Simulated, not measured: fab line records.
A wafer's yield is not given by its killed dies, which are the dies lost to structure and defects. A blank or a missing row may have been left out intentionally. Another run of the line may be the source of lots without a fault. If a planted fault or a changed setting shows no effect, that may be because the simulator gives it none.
8D (eight disciplines) problem report, filled in by code    flow gf180mcu    the parts of the form that need people (team, actions taken, sign-off) are left out

== 1. PROBLEM STATEMENT ==
V5_CVD_00_THK at GF_V5_THK_MEAS_01 reads a mean of 360 nm on 4 wafers of 3 lots; wafers without a fault read 301 nm with a standard deviation of 3.2. Relative to the usual mean, that is a shift of +18 standard deviations.
First observed at day 29 06:20: wafer L260.2, on film-metro-01. Wafers with a number at this step in the record: 36, from 12 lots. Rule for "out" (also "out of limits"): further than 4 standard deviations from the usual mean. The other wafers with a number count as sound.

== 2. WHAT THIS IS AND IS NOT ==
question                     is                                           is not
which readings at this step  V5_CVD_00_THK                                -
which lots                   L260, L261, L262                             L253, L257, L259, L263, L270, L272, L273, L274, L275
which wafers of those lots   L260.2, L261.4, L262.3, L262.4               L260.1, L260.3, L261.3, L261.5, L262.6
read on which gauges         film-metro-01, film-metro-03, film-metro-04  -
when                         from day 29 06:20                            up to then (11 sound wafers); but 21 sound wafers of L261, L262, L263, L270, L272, L273, L274, L275 came after

== 3. SUSPECTS, AND WHAT RULES EACH OUT ==
Counting: if a tool at a process step up to the reading ran every lot that is out, it stays a suspect. Sound lots after the first of them don't rule it out here, since some wafers of a struck lot are sound.
- the gauge at GF_V5_THK_MEAS_01 is ruled out. The wafers that are out were read on 3 gauges (film-metro-01, film-metro-03, film-metro-04).
- hdpcvd-01 at GF_V5_CVD_00 (deposits SiO2, target thk 300 nm, time 50 s): kept. It processed each lot that is out (first: L260, day 29 06:17); up to then, its last sound lot is L259 (day 28 15:11). Out on those wafers are its own readings of sih4-flow-sccm.
- hdpcvd-01, GF_V5_CVD_00: wafers that are out in chamber 2, sound lot-mates in chambers 0, 1.
The count leaves hdpcvd-01 at GF_V5_CVD_00.

== 4. THE CAUSE (what the simulator had put in) ==
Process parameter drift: hdpcvd-01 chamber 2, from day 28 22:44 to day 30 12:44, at GF_V5_CVD_00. Setting sih4-flow-sccm, moved by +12, from 60. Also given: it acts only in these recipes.
Only this tool survived the counting.

== 5. SEQUENCE OF EFFECTS, ordered by route ==
Each row: a reading whose mean over the struck wafers that have a number lies more than 3 standard deviations from the usual. Readings are gone through only where the record gives a usual standard deviation; hours: the median, over the lots, of the time from a lot's start at the first step in this table giving one to that lot's start at this step; sigmas: the change measured in usual standard deviations.
hours  step               reading         usual       on struck wafers  change  sigmas
0      GF_V5_CVD_00       sih4-flow-sccm  60.03 sccm  72.02             +11.98  +63
0      GF_V5_THK_MEAS_01  V5_CVD_00_THK   301 nm      360               +58     +18
Here are the process steps it includes:
- GF_V5_CVD_00: deposits SiO2, target thk 300 nm, time 50 s.
Later steps that measure or inspect, where all struck wafers having a row at the step show a number for every such reading and not one has moved that far: GF_V5_BOW_MEAS_05.

== 6. HOW IT WOULD HAVE BEEN CAUGHT EARLIER ==
In this record the first reading out of limits at a measuring or inspecting step was taken at day 29 06:20, 8 hours after the fault began at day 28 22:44.
Tool's own readings at GF_V5_CVD_00, sih4-flow-sccm: out on all struck wafers the step has rows for; an alarm limit on them would have tripped on the first.
Of the lots that are out (3), L261, L262 began GF_V5_CVD_00 on hdpcvd-01 after day 29 06:20. A hold on the tool at that time would have spared those 2.
